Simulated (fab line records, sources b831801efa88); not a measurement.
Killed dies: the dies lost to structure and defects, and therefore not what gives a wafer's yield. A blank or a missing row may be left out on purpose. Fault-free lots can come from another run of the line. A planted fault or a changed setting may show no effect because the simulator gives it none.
fab line records	flow sky130
record lots=5	wafers=15	last-day=50
route steps=708 shown SPACER@305 POLY_CUT@307 SD_P@320 RES_XHIGH@332 SD_N@342 PAD_OPEN@708
lots that met no fault: from a run of the same line without faults
start-h: the number of hours between the record's first day and the start of the first shown wafer of the lot	wait-h: time in hours since the lot's previous step	" as in the row above	L1.1+2: a single row standing in for several wafers	- either no value or no given start	* or withheld: withheld	< > ~ a bound
route shown NAME@n: a module of which the file shows steps, and the number in the route of the first	usual: mean/standard deviation of fault-free wafers	same: alike in all rows	chamber/n: place in a boat	sites: the reading at each site	_std_site: their standard deviation	_edge_site: mean of outer sites minus mean of inner sites	radius-mm: for every site, how far away it sits from the centre of the wafer	mask NAME#n: copy n	behind: tool/chamber where the wafer was last shaped	hold: cause of the lot's hold/its duration in hours/its outcome	device: the n, p or np transistor that did not switch	end of line: the route-end tests of the same wafers	where a step has no rows: the recipe by itself	killed: dies lost to structure and defects at the first sort, not the wafer's yield	map: the dies of a wafer, with x for killed, . for not killed, _ for no die there
set.NAME: setting as actually run; set.NAME@STEP: the setting as run at that earlier step	model.NAME: the simulator's own value behind a step, which no gauge read
a table for each step, a row for each wafer; lots at some steps of the route
services: from which hour (start-h, from the record's first day; less than 0 if before it) a tool's chamber was out of use, for how many hours, and why
## steps
# step SKY_SPACER_THK_MEAS_01
# recipe reads=Si3N4_of_SPACER_CVD_00
# usual SPACER_CVD_00_THK=43.2/0.45
lot.wafer	tool	chamber	start-h	wait-h	SPACER_CVD_00_THK[nm]
L755.1	film-metro-03	-	575.58	0.0	43.2
L755.2	"	-	"	"	43.2
L755.3	"	-	"	"	43.3
L756.1	film-metro-01	-	585.31	0.0	43.7
L756.3	"	-	"	"	43.6
L756.5	"	-	"	"	43.8
L757.2	film-metro-02	-	593.82	0.0	43.5
L757.3	"	-	"	"	43.4
L757.4	"	-	"	"	43.5
L768.1	film-metro-03	-	672.61	0.0	42.7
L768.4	"	-	"	"	42.5
L768.5	"	-	"	"	42.4
L772.1	film-metro-02	-	706.86	0.0	42.7
L772.4	"	-	"	"	43.2
L772.5	"	-	"	"	43.2
# step SKY_SPACER_ETCHBACK_02
# recipe chemistry=CH3F/O2	target=Si3N4	stop-on=SiO2	source-w=400	bias-w=80	pressure-mtorr=25	ch3f-flow-sccm=40	O2_flow_sccm=30	time-s=46.7	target-depth-a=450
# usual drypump-motor-current-A=6.0/0.51	oes-product-au=0.856/0.0072	rf-fwd-power-W=396.5/1.4	throttle-valve-pct=10.563/0.009
lot.wafer	tool	chamber	start-h	wait-h	drypump-motor-current-A	oes-product-au	rf-fwd-power-W	rf-hours-counter-h	throttle-valve-pct
L755.1	rie-diel-04	2	575.64	0.1	5.8	0.853	396.8	76	10.567
L755.2	"	3	"	"	5.2	0.850	397.8	66	10.560
L755.3	"	0	"	"	6.3	0.855	397.2	25	10.557
L756.1	rie-diel-04	3	585.37	0.1	5.3	0.857	397.1	66	10.557
L756.3	"	0	"	"	6.3	0.854	395.8	25	10.535
L756.5	"	0	"	"	6.3	0.870	394.9	-	10.549
L757.2	rie-diel-01	0	593.87	0.0	5.7	0.866	397.8	5	10.568
L757.3	"	3	"	"	6.4	0.863	397.6	5	10.557
L757.4	"	2	"	"	6.2	0.858	394.8	63	10.569
L768.1	rie-diel-03	2	672.67	0.1	6.6	0.849	397.2	5	10.552
L768.4	"	0	"	"	5.9	0.845	396.6	11	10.565
L768.5	"	3	"	"	6.1	0.848	394.6	-	10.558
L772.1	rie-diel-03	3	706.92	0.1	6.1	0.851	397.7	42	10.545
L772.4	"	0	"	"	5.9	0.854	397.3	12	10.577
L772.5	"	3	"	"	6.2	0.854	395.8	-	10.546
# step SKY_POLY_CUT_DEHYDRATE_00
# recipe temp-c=200	time-s=60
# step SKY_POLY_CUT_HMDS_01
# recipe prime-time-s=60	prime-temp-c=120
# step SKY_POLY_CUT_COAT_02
# recipe resist=BARC	temp-c=withheld	time-s=withheld	spin-rpm=3000	resist-thk-nm=60
# step SKY_POLY_CUT_COAT_03
# recipe resist=KrF-thick	spin-rpm=3000	resist-thk-nm=450
# step SKY_POLY_CUT_SOFTBAKE_04
# recipe temp-c=100	time-s=90	resist=KrF-thick
# step SKY_POLY_CUT_EXPOSE_05
# recipe mask-id=NPCM	na=0.8	source-shape=annular	sigma-inner=0.55	sigma-outer=0.85	target-cd-nm=270	dose-mj=32
# step SKY_POLY_CUT_PEB_06
# recipe peb-temp-c=withheld	peb-time-s=withheld	resist=KrF-thick
# step SKY_POLY_CUT_DEVELOP_07
# recipe develop-time-s=60	resist=KrF-thick	dev-temp-c=21
# step SKY_POLY_CUT_CD_MEAS_08
# recipe target-cd-nm=270
# usual cd-nm=270.3/1.6
lot.wafer	tool	chamber	start-h	wait-h	cd-nm
L755.1	cd-sem-02	-	604.98	-	271.0
L755.2	"	-	"	"	270.2
L755.3	"	-	"	"	270.1
L756.1	cd-sem-01	-	614.91	-	269.3
L756.3	"	-	"	"	268.5
L756.5	"	-	"	"	269.1
L757.2	cd-sem-01	-	623.30	-	269.6
L757.3	"	-	"	"	268.7
L757.4	"	-	"	"	269.1
L768.1	cd-sem-01	-	700.30	-	269.2
L768.4	"	-	"	"	270.2
L768.5	"	-	"	"	269.1
L772.1	cd-sem-02	-	734.95	-	269.0
L772.4	"	-	"	"	270.8
L772.5	"	-	"	"	271.6
# step SKY_POLY_CUT_OVL_MEAS_09
# usual POLY_CUT_OVL=-5/5.6
lot.wafer	tool	chamber	start-h	wait-h	POLY_CUT_OVL[nm]
L755.1	overlay-01	-	605.10	0.1	1
L755.2	"	-	"	"	-2
L755.3	"	-	"	"	-2
L756.1	overlay-02	-	615.03	0.1	0
L756.3	"	-	"	"	-1
L756.5	"	-	"	"	-3
L757.2	overlay-01	-	623.41	0.1	9
L757.3	"	-	"	"	9
L757.4	"	-	"	"	-1
L768.1	overlay-01	-	700.42	0.1	-9
L768.4	"	-	"	"	8
L768.5	"	-	"	"	2
L772.1	overlay-02	-	735.07	0.1	-4
L772.4	"	-	"	"	-12
L772.5	"	-	"	"	-5
# step SKY_POLY_CUT_ETCH_10
# recipe chemistry=N2/H2	target=BARC	ion-energy-ev=200	source-w=500	bias-w=100	pressure-mtorr=30	n2-flow-sccm=100	h2-flow-sccm=200	stop-on=SiO2	time-s=45.9	target-depth-a=600
# usual drypump-motor-current-A=5.9/0.43	oes-product-au=0.855/0.0053	rf-fwd-power-W=495.6/2.1	throttle-valve-pct=13.225/0.0091
lot.wafer	tool	chamber	start-h	wait-h	drypump-motor-current-A	oes-product-au	rf-fwd-power-W	rf-hours-counter-h	throttle-valve-pct
L755.1	rie-diel-01	0	605.14	0.0	5.8	0.861	495.5	6	13.224
L755.2	"	2	"	"	6.2	0.849	496.3	63	13.229
L755.3	"	1	"	"	5.5	0.845	498.4	33	13.217
L756.1	rie-diel-03	0	615.06	0.0	5.9	0.856	495.8	10	13.227
L756.3	"	2	"	"	6.6	0.844	492.8	3	13.231
L756.5	"	0	"	"	5.9	0.858	496.9	-	13.244
L757.2	rie-diel-01	2	623.44	0.0	6.2	0.852	496.5	64	13.242
L757.3	"	1	"	"	5.5	0.851	495.0	33	13.238
L757.4	"	3	"	"	6.3	0.852	494.6	5	13.220
L768.1	rie-diel-01	0	700.46	0.0	5.8	0.850	496.6	8	13.218
L768.4	"	1	"	"	5.5	0.854	494.0	35	13.225
L768.5	"	0	"	"	5.7	0.849	493.7	-	13.237
L772.1	rie-diel-03	3	735.11	0.0	6.1	0.849	492.9	43	13.228
L772.4	"	2	"	"	6.6	0.855	494.2	6	13.230
L772.5	"	1	"	"	4.9	0.863	492.2	-	13.230
# step SKY_POLY_CUT_ETCH_11
# recipe target=Si3N4	chemistry=CF4/CH2F2/Ar	stop-on=poly-Si	source-w=600	bias-w=150	pressure-mtorr=40	cf4-flow-sccm=40	ch2f2-flow-sccm=20	Ar_flow_sccm=150	time-s=42.5	target-depth-a=600
# usual drypump-motor-current-A=5.9/0.43	mfc-ar-sccm=150.0/0.43	oes-product-au=0.828/0.0065	rf-fwd-power-W=594.7/2.5	throttle-valve-pct=14.994/0.0085
lot.wafer	tool	chamber	start-h	wait-h	drypump-motor-current-A	mfc-ar-sccm	oes-product-au	rf-fwd-power-W	rf-hours-counter-h	throttle-valve-pct
L755.1	rie-diel-01	0	605.18	0.0	5.7	150.5	0.827	591.8	6	14.976
L755.2	"	2	"	"	6.2	150.4	0.833	592.7	63	14.996
L755.3	"	1	"	"	5.5	150.3	0.821	597.0	33	14.992
L756.1	rie-diel-03	0	615.11	0.0	5.9	149.6	0.823	593.2	10	14.988
L756.3	"	2	"	"	6.6	149.5	0.818	595.1	3	14.985
L756.5	"	0	"	"	5.9	149.8	0.826	595.8	-	14.993
L757.2	rie-diel-01	2	623.48	0.0	6.2	149.6	0.824	595.5	64	15.004
L757.3	"	1	"	"	5.5	150.2	0.830	597.4	33	14.985
L757.4	"	3	"	"	6.4	149.8	0.838	596.4	5	14.986
L768.1	rie-diel-01	0	700.50	0.0	5.7	150.4	0.826	593.8	8	14.989
L768.4	"	1	"	"	5.5	150.4	0.833	594.6	35	15.013
L768.5	"	0	"	"	5.7	150.2	0.840	596.2	-	14.991
L772.1	rie-diel-03	3	735.15	0.0	6.1	149.6	0.836	596.8	43	14.999
L772.4	"	2	"	"	6.6	150.4	0.842	592.1	6	14.995
L772.5	"	1	"	"	4.9	149.8	0.837	590.6	-	15.001
# step SKY_POLY_CUT_STRIP_12
# recipe chemistry=O2/N2	power-w=1400	pressure-mtorr=1500	platen-temp-c=withheld	o2-flow-sccm=3000	n2-flow-sccm=300	overash-fraction=0.5
# usual drypump-motor-current-A=5.71/0.27	oes-product-au=0.452/0.0043	strip-time-to-endpoint-s=5.356/0.016
lot.wafer	tool	chamber	start-h	wait-h	drypump-motor-current-A	oes-product-au	rf-hours-counter-h	strip-time-to-endpoint-s
L755.1	plasma-asher-04	1	605.22	0.0	5.92	0.448	17	5.340
L755.2	"	0	"	"	5.60	0.457	17	5.346
L755.3	"	0	"	"	5.64	0.451	-	5.330
L756.1	plasma-asher-02	1	615.15	0.0	5.42	0.455	47	5.328
L756.3	"	0	"	"	5.53	0.450	-	5.331
L756.5	"	1	"	"	5.46	0.448	-	5.324
L757.2	plasma-asher-02	1	623.52	0.0	5.47	0.449	48	5.361
L757.3	"	0	"	"	5.56	0.458	-	5.352
L757.4	"	1	"	"	5.46	0.451	-	5.340
L768.1	plasma-asher-01	0	700.60	0.1	6.38	0.457	86	5.370
L768.4	"	1	"	"	5.57	0.448	-	5.343
L768.5	"	1	"	"	5.55	0.449	-	5.373
L772.1	plasma-asher-02	0	735.19	0.0	5.56	0.450	58	5.356
L772.4	"	1	"	"	5.47	0.457	-	5.371
L772.5	"	0	"	"	5.55	0.450	-	5.372
# step SKY_SD_P_DEHYDRATE_00
# recipe temp-c=200	time-s=60
# step SKY_SD_P_HMDS_01
# recipe prime-time-s=60	prime-temp-c=120
# step SKY_SD_P_COAT_02
# recipe resist=NOVOLAK	spin-rpm=3000	resist-thk-nm=1140
# step SKY_SD_P_SOFTBAKE_03
# recipe temp-c=90	time-s=60	resist=NOVOLAK
# step SKY_SD_P_EXPOSE_04
# recipe mask-id=PSDM	na=0.6	source-shape=conventional	sigma-outer=0.6	polarization=unpolarized	target-cd-nm=380	dose-mj=138
# step SKY_SD_P_PEB_05
# recipe temp-c=withheld	time-s=*	resist=NOVOLAK
# step SKY_SD_P_DEVELOP_06
# recipe resist=NOVOLAK	developer=TMAH	develop-time-s=60	dev-temp-c=23
# step SKY_SD_P_CD_MEAS_07
# recipe target-cd-nm=380
# usual cd-nm=380.3/1.9
lot.wafer	tool	chamber	start-h	wait-h	cd-nm
L755.1	cd-sem-01	-	635.30	0.1	381.8
L755.2	"	-	"	"	381.5
L755.3	"	-	"	"	383.2
L756.1	cd-sem-02	-	643.80	0.1	379.2
L756.3	"	-	"	"	380.4
L756.5	"	-	"	"	378.1
L757.2	cd-sem-02	-	652.82	0.1	380.1
L757.3	"	-	"	"	381.6
L757.4	"	-	"	"	380.2
L768.1	cd-sem-01	-	728.35	0.1	378.9
L768.4	"	-	"	"	380.4
L768.5	"	-	"	"	380.3
L772.1	cd-sem-02	-	762.28	0.1	383.3
L772.4	"	-	"	"	381.0
L772.5	"	-	"	"	379.3
# step SKY_SD_P_OVL_MEAS_08
# usual SD_P_OVL=0.1/1.4
lot.wafer	tool	chamber	start-h	wait-h	SD_P_OVL[nm]
L755.1	overlay-02	-	635.42	0.1	2.2
L755.2	"	-	"	"	1.3
L755.3	"	-	"	"	0.2
L756.1	overlay-02	-	643.92	0.1	-0.1
L756.3	"	-	"	"	-1.3
L756.5	"	-	"	"	-1.4
L757.2	overlay-01	-	652.93	0.1	-1.9
L757.3	"	-	"	"	0.2
L757.4	"	-	"	"	0.3
L768.1	overlay-02	-	728.47	0.1	-0.4
L768.4	"	-	"	"	0.0
L768.5	"	-	"	"	1.1
L772.1	overlay-01	-	762.40	0.1	-1.2
L772.4	"	-	"	"	-0.9
L772.5	"	-	"	"	-2.6
# step SKY_SD_P_IMPLANT_09
# recipe species=BF2	energy-kev=20	dose-cm2=3e+15	tilt-deg=0
# step SKY_SD_P_STRIP_10
# recipe chemistry=O2/N2	power-w=1400	pressure-mtorr=1500	platen-temp-c=withheld	o2-flow-sccm=3000	n2-flow-sccm=300	overash-fraction=0.5
# usual drypump-motor-current-A=5.7/0.4	oes-product-au=0.618/0.0046	strip-time-to-endpoint-s=17.49/0.04
lot.wafer	tool	chamber	start-h	wait-h	drypump-motor-current-A	oes-product-au	rf-hours-counter-h	strip-time-to-endpoint-s
L755.1	plasma-asher-02	1	635.61	0.1	5.4	0.616	49	17.40
L755.2	"	0	"	"	5.5	0.615	49	17.48
L755.3	"	1	"	"	5.4	0.605	-	17.47
L756.1	plasma-asher-02	1	644.11	0.1	5.5	0.618	50	17.46
L756.3	"	0	"	"	5.6	0.622	-	17.42
L756.5	"	1	"	"	5.5	0.621	-	17.45
L757.2	plasma-asher-02	0	653.11	0.1	5.5	0.619	51	17.48
L757.3	"	1	"	"	5.5	0.613	-	17.47
L757.4	"	0	"	"	5.5	0.616	-	17.50
L768.1	plasma-asher-01	0	728.66	0.1	6.4	0.617	90	17.41
L768.4	"	1	"	"	5.6	0.620	-	17.45
L768.5	"	0	"	"	6.4	0.620	-	17.44
L772.1	plasma-asher-01	0	762.59	0.1	6.4	0.620	93	17.52
L772.4	"	0	"	"	6.4	0.615	-	17.53
L772.5	"	1	"	"	5.6	0.621	-	17.55
# step SKY_SD_P_TW_MEAS_11
# usual SD_P_TW=2811/18
lot.wafer	tool	chamber	start-h	wait-h	SD_P_TW
L755.1	film-metro-01	-	635.71	0.1	2822
L755.2	"	-	"	"	2806
L755.3	"	-	"	"	2796
L756.1	film-metro-03	-	644.21	0.1	2814
L756.3	"	-	"	"	2802
L756.5	"	-	"	"	2820
L757.2	film-metro-03	-	653.22	0.1	2824
L757.3	"	-	"	"	2827
L757.4	"	-	"	"	2823
L768.1	film-metro-03	-	728.76	0.1	2849
L768.4	"	-	"	"	2822
L768.5	"	-	"	"	2833
L772.1	film-metro-04	-	762.69	0.1	2784
L772.4	"	-	"	"	2776
L772.5	"	-	"	"	2796
# step SKY_RES_XHIGH_DEHYDRATE_00
# recipe temp-c=200	time-s=60
# step SKY_RES_XHIGH_HMDS_01
# recipe prime-time-s=60	prime-temp-c=120
# step SKY_RES_XHIGH_COAT_02
# recipe resist=NOVOLAK	spin-rpm=3000	resist-thk-nm=1140
# step SKY_RES_XHIGH_SOFTBAKE_03
# recipe temp-c=90	time-s=60	resist=NOVOLAK
# step SKY_RES_XHIGH_EXPOSE_04
# recipe mask-id=URPM	na=0.6	source-shape=conventional	sigma-outer=0.6	polarization=unpolarized	target-cd-nm=1270	dose-mj=140
# step SKY_RES_XHIGH_PEB_05
# recipe temp-c=withheld	time-s=*	resist=NOVOLAK
# step SKY_RES_XHIGH_DEVELOP_06
# recipe resist=NOVOLAK	developer=TMAH	develop-time-s=60	dev-temp-c=23
# step SKY_RES_XHIGH_IMPLANT_07
# recipe species=BF2	energy-kev=20	dose-cm2=3.6e+14	tilt-deg=0
# step SKY_RES_XHIGH_STRIP_08
# recipe chemistry=O2/N2	power-w=1400	pressure-mtorr=1500	platen-temp-c=withheld	o2-flow-sccm=3000	n2-flow-sccm=300	overash-fraction=0.5
# usual drypump-motor-current-A=5.8/0.36	oes-product-au=0.711/0.0046	strip-time-to-endpoint-s=14.28/0.037
lot.wafer	tool	chamber	start-h	wait-h	drypump-motor-current-A	oes-product-au	rf-hours-counter-h	strip-time-to-endpoint-s
L755.1	plasma-asher-04	1	664.20	0.1	5.9	0.710	23	14.23
L755.2	"	0	"	"	5.6	0.707	23	14.24
L755.3	"	0	"	"	5.6	0.712	-	14.28
L756.1	plasma-asher-04	1	673.16	0.1	5.9	0.713	24	14.27
L756.3	"	1	"	"	5.9	0.709	-	14.32
L756.5	"	0	"	"	5.6	0.716	-	14.25
L757.2	plasma-asher-04	1	681.81	0.1	5.9	0.705	25	14.30
L757.3	"	1	"	"	5.9	0.711	-	14.23
L757.4	"	0	"	"	5.6	0.702	-	14.29
L768.1	plasma-asher-01	1	755.65	0.1	5.6	0.717	92	14.33
L768.4	"	0	"	"	6.4	0.712	-	14.30
L768.5	"	0	"	"	6.3	0.710	-	14.29
L772.1	plasma-asher-01	1	789.65	0.1	5.5	0.715	96	14.24
L772.4	"	1	"	"	5.5	0.717	-	14.25
L772.5	"	0	"	"	6.4	0.712	-	14.30
# step SKY_RES_XHIGH_TW_MEAS_09
# usual RES_XHIGH_TW=1628/12
lot.wafer	tool	chamber	start-h	wait-h	RES_XHIGH_TW
L755.1	film-metro-04	-	664.30	0.1	1624
L755.2	"	-	"	"	1622
L755.3	"	-	"	"	1621
L756.1	film-metro-01	-	673.26	0.1	1636
L756.3	"	-	"	"	1636
L756.5	"	-	"	"	1635
L757.2	film-metro-01	-	681.92	0.1	1632
L757.3	"	-	"	"	1648
L757.4	"	-	"	"	1636
L768.1	film-metro-03	-	755.75	0.1	1641
L768.4	"	-	"	"	1643
L768.5	"	-	"	"	1644
L772.1	film-metro-04	-	789.75	0.1	1620
L772.4	"	-	"	"	1632
L772.5	"	-	"	"	1620
# step SKY_SD_N_DEHYDRATE_00
# recipe temp-c=200	time-s=60
# step SKY_SD_N_HMDS_01
# recipe prime-time-s=60	prime-temp-c=120
# step SKY_SD_N_COAT_02
# recipe resist=NOVOLAK	spin-rpm=3000	resist-thk-nm=1140
# step SKY_SD_N_SOFTBAKE_03
# recipe temp-c=90	time-s=60	resist=NOVOLAK
# step SKY_SD_N_EXPOSE_04
# recipe mask-id=NSDM	na=0.6	source-shape=conventional	sigma-outer=0.6	polarization=unpolarized	target-cd-nm=380	dose-mj=141
# step SKY_PAD_OPEN_PROBE_99
# usual killed_at_M0_to_M3=43/7.9	killed_at_M4_up=2.9/1.8	killed-at-contacts=24/5.5	killed-at-front-end=15/4.2	killed-at-other=0.2/0.46	killed-dies=86/11	killed-on-rim=17/4.1	killed-open=47/8.1	killed-short=39/6.4
# same gross-dies=492	killed-at-back-side=0
lot.wafer	tool	chamber	start-h	wait-h	hold	killed_at_M0_to_M3	killed_at_M4_up	killed-at-contacts	killed-at-front-end	killed-at-other	killed-dies	killed-on-rim	killed-open	killed-short
L755.1	prober-01	-	1111.16	0.1	-	40	5	29	16	0	90	25	47	43
L755.2	prober-01	-	1111.21	0.1	-	32	4	27	12	0	75	21	48	27
L755.3	prober-01	-	1111.26	0.2	-	37	0	25	13	0	75	15	36	39
L756.1	prober-02	-	1118.26	0.1	-	54	7	27	13	0	101	18	48	53
L756.3	prober-02	-	1118.36	0.2	-	46	0	25	19	0	90	15	51	39
L756.5	prober-02	-	1118.46	0.2	-	48	4	21	19	0	92	18	52	40
L757.2	prober-02	-	1123.70	0.1	-	53	4	15	15	0	87	20	51	36
L757.3	prober-02	-	1123.75	0.2	-	37	4	25	14	0	80	14	43	37
L757.4	prober-02	-	1123.80	0.2	-	44	1	26	17	0	88	22	52	36
L768.1	prober-02	-	1177.08	0.1	await-dispo/2.9h/release	46	3	26	50	0	125	32	37	48
L768.4	prober-02	-	1177.23	0.2	await-dispo/2.9h/release	42	4	26	11	0	83	23	39	44
L768.5	prober-02	-	1177.28	0.2	await-dispo/2.9h/release	39	3	23	53	1	119	31	49	31
L772.1	prober-02	-	1195.03	0.1	-	32	6	24	14	0	76	13	43	33
L772.4	prober-02	-	1195.18	0.2	-	36	6	26	18	0	86	16	60	26
L772.5	prober-02	-	1195.23	0.2	-	33	3	25	29	0	90	19	57	33
# killed by level:class
L755.1 VIA1:geometric-particle:open=14 CONTACT:geometric-particle:open=11 VIA1:geometric-particle:short=8 FIELD_ISO:geometric-particle:short=7 LI_CONTACT:geometric-particle:open=7 CONTACT:geometric-particle:short=6 FIELD_ISO:geometric-particle:open=4 VIA2:geometric-particle:open=4
L755.2 CONTACT:geometric-particle:open=14 POLY_GATE:geometric-particle:open=6 VIA1:geometric-particle:open=6 VIA2:geometric-particle:open=6 LI_CONTACT:geometric-particle:open=5 FIELD_ISO:geometric-particle:open=4 METAL2:geometric-particle:short=4 CONTACT:geometric-particle:short=4
L755.3 CONTACT:geometric-particle:short=6 LOCAL_INTERCONNECT:geometric-particle:short=6 CONTACT:geometric-particle:open=6 VIA1:geometric-particle:open=6 VIA3:geometric-particle:open=6 LI_CONTACT:geometric-particle:open=5 METAL1:geometric-particle:short=5 VIA2:geometric-particle:open=5
L756.1 VIA1:geometric-particle:open=13 VIA3:geometric-particle:open=10 VIA1:geometric-particle:short=9 CONTACT:geometric-particle:open=7 POLY_GATE:geometric-particle:short=6 LI_CONTACT:geometric-particle:open=6 CONTACT:geometric-particle:short=6 METAL4:geometric-particle:short=6
L756.3 VIA1:geometric-particle:open=14 LI_CONTACT:geometric-particle:open=8 CONTACT:geometric-particle:open=8 POLY_GATE:geometric-particle:short=7 POLY_GATE:geometric-particle:open=7 VIA3:geometric-particle:short=6 METAL1:geometric-particle:short=5 METAL2:geometric-particle:short=5
L756.5 VIA1:geometric-particle:open=13 LI_CONTACT:geometric-particle:open=10 VIA3:geometric-particle:open=7 VIA2:geometric-particle:open=7 FIELD_ISO:geometric-particle:short=5 METAL1:geometric-particle:short=5 VIA1:geometric-particle:short=5 FIELD_ISO:geometric-particle:open=4
L757.2 VIA1:geometric-particle:open=9 VIA2:geometric-particle:open=9 VIA3:geometric-particle:open=9 CONTACT:geometric-particle:open=7 FIELD_ISO:geometric-particle:open=6 VIA1:geometric-particle:short=5 METAL1:geometric-particle:short=5 LI_CONTACT:geometric-particle:open=4
L757.3 CONTACT:geometric-particle:open=9 VIA1:geometric-particle:short=7 VIA3:geometric-particle:open=7 FIELD_ISO:geometric-particle:open=5 VIA1:geometric-particle:open=5 CONTACT:geometric-particle:short=5 LOCAL_INTERCONNECT:geometric-particle:short=5 VIA3:geometric-particle:short=5
L757.4 VIA1:geometric-particle:open=13 CONTACT:geometric-particle:open=8 CONTACT:geometric-particle:short=7 LI_CONTACT:geometric-particle:open=6 VIA2:geometric-particle:open=6 VIA3:geometric-particle:open=6 FIELD_ISO:geometric-particle:short=5 LOCAL_INTERCONNECT:geometric-particle:short=4
L768.1 POLY_CUT:unspecified=40 LOCAL_INTERCONNECT:geometric-particle:short=9 VIA1:geometric-particle:open=8 CONTACT:geometric-particle:open=7 VIA2:geometric-particle:open=6 VIA3:geometric-particle:short=6 VIA2:geometric-particle:short=5 POLY_GATE:geometric-particle:short=5
L768.4 CONTACT:geometric-particle:open=10 VIA1:geometric-particle:open=6 VIA1:geometric-particle:short=6 VIA2:geometric-particle:open=6 VIA3:geometric-particle:short=5 LOCAL_INTERCONNECT:geometric-particle:short=5 VIA3:geometric-particle:open=5 CONTACT:geometric-particle:short=4
L768.5 POLY_CUT:unspecified=39 VIA1:geometric-particle:open=16 LI_CONTACT:geometric-particle:open=8 CONTACT:geometric-particle:open=7 POLY_GATE:geometric-particle:short=6 VIA2:geometric-particle:open=5 METAL2:geometric-particle:short=4 POLY_GATE:geometric-particle:open=4
L772.1 VIA1:geometric-particle:open=11 LI_CONTACT:geometric-particle:open=9 METAL1:geometric-particle:short=7 CONTACT:geometric-particle:open=5 LI_CONTACT:geometric-particle:short=5 METAL4:geometric-particle:short=4 FIELD_ISO:geometric-particle:short=3 POLY_GATE:geometric-particle:open=3
L772.4 CONTACT:geometric-particle:open=11 VIA1:geometric-particle:open=11 LI_CONTACT:geometric-particle:open=7 VIA2:geometric-particle:open=6 VIA3:geometric-particle:open=6 FIELD_ISO:geometric-particle:open=4 SPACER:geometric-particle:open=4 LOCAL_INTERCONNECT:geometric-particle:short=4
L772.5 LI_CONTACT:geometric-particle:open=10 CONTACT:geometric-particle:open=9 POLY_GATE:geometric-particle:open=7 VIA2:geometric-particle:open=6 VIA3:geometric-particle:open=6 FIELD_ISO:geometric-particle:short=5 POLY_GATE:geometric-particle:short=5 VIA1:geometric-particle:open=5
# map L768.1 (x killed, . not)
__________.x.x......_________
________......x....x.x_______
______..x.......x......x_____
_____...x..x..x.......x..____
____.......x..........x..x___
___......xxx...............__
__....x........x.x.....x...._
_....x...........xx.....x.x.x
_....x...xx..................
_x...x..x..............x...xx
_x..x.........x.x............
_.x.....xx..x.x.....x..x..x..
_....x....x.x...x............
_.xxxx..x......x........x...x
_..x....x.....xx...xx....x..x
__......x............xxxx..x_
___....x.xx....xx.xxxxxxxxx__
____...........x...xxxxxxx___
_____........x...xxxxxxxx____
______..x......xxxxxxxxx_____
________..x.x......xxx_______
__________...x...xxx_________
# map L757.4 (x killed, . not)
__________..x......x_________
________xx........x..x_______
______.x.x........x....._____
_____x...x...x......xx.xx____
____xx.......x.....x.x....___
___....x....x.......x......__
__.....x......x......x...x.x_
_..x............x..........x.
_......x....x...x...........x
_.xx.x....x.x..x...xx..x.....
_.....xx....x..........x.....
_..x...........x.....x...x..x
_...x....x........x..x.......
_.x...x.........xxx........x.
_....x..........x.x.x...x....
__x..x....x..x.............._
___..........x.............__
____.x.x.......xxx......x.___
_____.x...............x..____
______......x.....x.x..._____
________x............._______
__________....x..x.._________
## services
tool	chamber	start-h	hours	kind
rie-diel-01	-	565.64	2.8	pm
rie-diel-04	2	582.53	-	clean
rie-diel-04	2	582.53	15.7	scheduled-down
rie-diel-04	2	582.53	15.7	vent-cycle
rie-diel-04	1	595.78	9.9	repair
plasma-asher-02	-	624.06	1.2	repair
rie-diel-01	2	633.71	-	clean
rie-diel-01	2	633.71	18.8	scheduled-down
rie-diel-01	2	633.71	18.8	vent-cycle
rie-diel-04	1	641.39	7.5	repair
rie-diel-03	-	645.02	2.8	pm
plasma-asher-04	-	699.34	7.2	repair
plasma-asher-01	-	706.27	3.6	repair
plasma-asher-02	-	709.55	15.6	pm
rie-diel-03	2	710.08	2.6	repair
rie-diel-03	0	713.64	5.4	repair
rie-diel-04	2	736.31	8.8	repair
rie-diel-03	1	739.69	4.9	repair
rie-diel-03	3	770.37	-	clean
rie-diel-03	3	770.37	21.4	scheduled-down
rie-diel-03	3	770.37	21.4	vent-cycle
rie-diel-01	1	783.23	-	clean
rie-diel-01	1	783.23	15.0	scheduled-down
rie-diel-01	1	783.23	15.0	vent-cycle
## key
first-sign step=SKY_PAD_OPEN_PROBE_99	reading=killed-at-front-end	direction=up	sigmas=8.6	usual=15	struck=52
effect step=SKY_PAD_OPEN_PROBE_99	reading=killed-dies	direction=up	sigmas=3.4	usual=86	struck=122
met-at SKY_POLY_CUT_ETCH_10
struck-wafers L768.1,L768.5
tester-left-out L768
onset-between 605.14 700.46
fault kind=chamber-particle-source	tool=rie-diel-01	chamber=0	onset-h=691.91	steps=SKY_POLY_CUT_ETCH_10	rate-per-visit-cm2=1.5827	end-h=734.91
# tester-left-out: of these lots the tester's yield and bins aren't shown, on N5 and GAA mostly nor the transistor test; their killed dies are dies lost to structure and defects alone, not to doping, threshold or leakage, so they don't give the yield
